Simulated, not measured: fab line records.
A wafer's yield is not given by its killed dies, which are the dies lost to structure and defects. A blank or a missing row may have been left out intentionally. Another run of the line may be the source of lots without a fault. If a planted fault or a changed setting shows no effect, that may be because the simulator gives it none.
One fault through the eyes of 2 desks / flow gf180mcu / numbers are kept per desk, each desk with only its own; the story behind them comes last

## FROM THE METROLOGY DESK
What the gauges read for every lot (on any tool): the sampled wafers with a number, averaged. Marked OUT: a lot whose mean sits more than 4 standard deviations from the usual mean, which makes it out of limits; the brackets give that distance.
Columns: A = cdNm at GF_TOP_METAL_CD_MEAS_14, usual 440.0 nm
lot=L451; first seen here=day 28 11:31; A=439.9
lot=L452; first seen here=day 28 16:47; A=434.7
lot=L453; first seen here=day 28 20:35; A=441.3
lot=L454; first seen here=day 29 12:05; A=441.0
lot=L455; first seen here=day 29 15:46; A=439.0
lot=L462; first seen here=day 31 16:46; A=444.2
lot=L463; first seen here=day 31 21:38; A=436.3
lot=L467; first seen here=day 32 22:04; A=441.0
lot=L469; first seen here=day 33 16:56; A=442.1
lot=L470; first seen here=day 33 18:16; A=440.5
lot=L471; first seen here=day 33 19:25; A=440.2
lot=L472; first seen here=day 33 23:16; A=442.0
lot=L474; first seen here=day 34 10:05; A=437.1
This desk found nothing out of limits on any of the 13 lots.

## AT THE TOOL OWNER'S DESK: plasmaAsher-04
The tool's own readings at GF_DNWELL_STRIP_08 (strips in O2/N2): means of the sampled wafers that have a number, for each lot that ran on this tool. Marked OUT: a lot whose mean sits more than 4 standard deviations from the usual mean, which makes it out of limits; the brackets give that distance.
Columns: A = drypumpMotorCurrentA at GF_DNWELL_STRIP_08, usual 5.7 A; B = heaterPowerW at GF_DNWELL_STRIP_08, usual 325 W; C = n2FlowSccm at GF_DNWELL_STRIP_08, usual 300.1 sccm; D = oesProductAu at GF_DNWELL_STRIP_08, usual 0.722 a.u.; E = stripTimeToEndpointS at GF_DNWELL_STRIP_08, usual 36.98 s
lot=L452; first seen here=day 3 00:46; A=5.6; B=339; C=299.6; D=0.721; E=37.05
lot=L455; first seen here=day 3 19:58; A=5.4; B=336; C=300.3; D=0.719; E=37.11
lot=L462; first seen here=day 5 06:21; A=5.4; B=337; C=301.3; D=0.720; E=36.95
lot=L463; first seen here=day 5 11:31; A=5.2; B=334; C=300.5; D=0.725; E=36.93
This desk found nothing out of limits on any of the 4 lots.

## BROUGHT TOGETHER
The metrology desk saw nothing out of limits.
Nothing out of limits was seen by the tool owner's desk.

## WHAT THE SIMULATOR HAD PUT IN
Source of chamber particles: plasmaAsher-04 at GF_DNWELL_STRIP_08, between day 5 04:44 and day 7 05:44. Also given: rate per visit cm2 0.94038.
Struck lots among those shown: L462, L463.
